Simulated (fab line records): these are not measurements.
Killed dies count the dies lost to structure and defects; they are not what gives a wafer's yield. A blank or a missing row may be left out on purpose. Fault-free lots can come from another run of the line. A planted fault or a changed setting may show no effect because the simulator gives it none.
The tool behind it: which one?	flow gf180mcu	14 lots with 42 wafers sampled at 3 steps, on a route of 602 steps

WHAT THE GAUGES READ, wafer by wafer
GF_V5_THK_MEAS_25: measures by xrf. Usual: V5_W_THK typically reads 360 nm, with standard deviation 5.4.
lot	measured	on	V5_W_THK (nm)	flag
L730	day 27 13:43	film metro-01	357 364 362	
L731	day 27 22:17	film metro-04	361 354 358	
L732	day 28 02:37	film metro-04	355 365 363	
L734	day 28 21:32	film metro-01	361 360 365	
L735	day 29 00:19	film metro-02	363 367 361	
L736	day 29 18:07	film metro-01	360 358 367	
L737	day 29 18:31	film metro-04	366 356 368	
L743	day 31 14:02	film metro-02	362 354 354	
L744	day 31 19:38	film metro-04	353 355 359	
L746	day 32 07:22	film metro-02	351 354 357	
L749	day 32 19:13	film metro-02	354 361 363	
L750	day 33 05:23	film metro-01	369 364 372	
L751	day 33 10:13	film metro-01	364 359 364	
L752	day 33 14:34	film metro-04	371 365 361	

GF_TOP_METAL_THK_MEAS_06: measures by xrf. Usual: TOP_METAL_ALCU_THK typically reads 929 nm, with standard deviation 11.
lot	measured	on	TOP_METAL_ALCU_THK (nm)	flag
L730	day 27 14:25	film metro-02	917 920 923	
L731	day 27 22:59	film metro-03	922 945 933	
L732	day 28 03:20	film metro-04	921 945 929	
L734	day 28 22:14	film metro-02	930 931 941	
L735	day 29 01:01	film metro-04	912 918 925	
L736	day 29 18:49	film metro-04	934 939 928	
L737	day 29 19:13	film metro-04	928 933 921	
L743	day 31 14:44	film metro-03	915 922 907	
L744	day 31 20:22	film metro-04	918 919 936	
L746	day 32 09:56	film metro-02	934 933 925	
L749	day 32 19:59	film metro-04	942 930 936	
L750	day 33 07:02	film metro-02	925 915 915	
L751	day 33 13:02	film metro-02	930 943 931	
L752	day 33 16:38	film metro-03	938 919 918	

WHICH TOOL RAN EACH LOT (tool, then ch and the chambers of the sampled wafers, then the start)
lot	GF_TOP_METAL_SPUTTER_04
L730	pvd sputter-04, day 27 14:14
L731	pvd sputter-04, day 27 22:50
L732	pvd sputter-01, day 28 03:11
L734	pvd sputter-01, day 28 22:05
L735	pvd sputter-02, day 29 00:52
L736	pvd sputter-01, day 29 18:38
L737	pvd sputter-02, day 29 19:04
L743	pvd sputter-04, day 31 14:35
L744	pvd sputter-01, day 31 20:11
L746	pvd sputter-02, day 32 09:46
L749	pvd sputter-02, day 32 19:50
L750	pvd sputter-02, day 33 06:53
L751	pvd sputter-04, day 33 12:53
L752	pvd sputter-04, day 33 16:29
- GF_TOP_METAL_SPUTTER_04: material TiN, target thk 25 nm, time 20.8 s.

AS READ BY THE TOOLS THEMSELVES (means over the sampled wafers that have a number; for cases with no such wafer, the mark the record gives instead)
GF_TOP_METAL_SPUTTER_04. Usual: throttle valve pct 29.8 %, standard deviation 0.92.
lot	tool	throttle valve pct (%)	flag
L730	pvd sputter-04	30.7	
L731	pvd sputter-04	30.1	
L732	pvd sputter-01	29.0	
L734	pvd sputter-01	29.5	
L735	pvd sputter-02	29.7	
L736	pvd sputter-01	29.2	
L737	pvd sputter-02	29.7	
L743	pvd sputter-04	30.0	
L744	pvd sputter-01	28.8	
L746	pvd sputter-02	30.1	
L749	pvd sputter-02	29.6	
L750	pvd sputter-02	30.3	
L751	pvd sputter-04	29.2	
L752	pvd sputter-04	29.2	

THE ANSWER, worked out from the rows above alone
Rule: a lot counts as off when the mean over its wafers that have a number is more than 3 standard deviations away from the usual mean. Also off: a lot with no number at a reading for which 4 or more lots have one. The other lots that the step has rows for count as sound. First the gauges in route order, then the tools' own readings, where a lot's mean is used as printed above. At the first step where some lot is off, the reading lying furthest off is the one used; lots without a number count as furthest.
No lot is off at any reading shown: from this, nothing can be told.

WHAT THE SIMULATOR HAD INSERTED
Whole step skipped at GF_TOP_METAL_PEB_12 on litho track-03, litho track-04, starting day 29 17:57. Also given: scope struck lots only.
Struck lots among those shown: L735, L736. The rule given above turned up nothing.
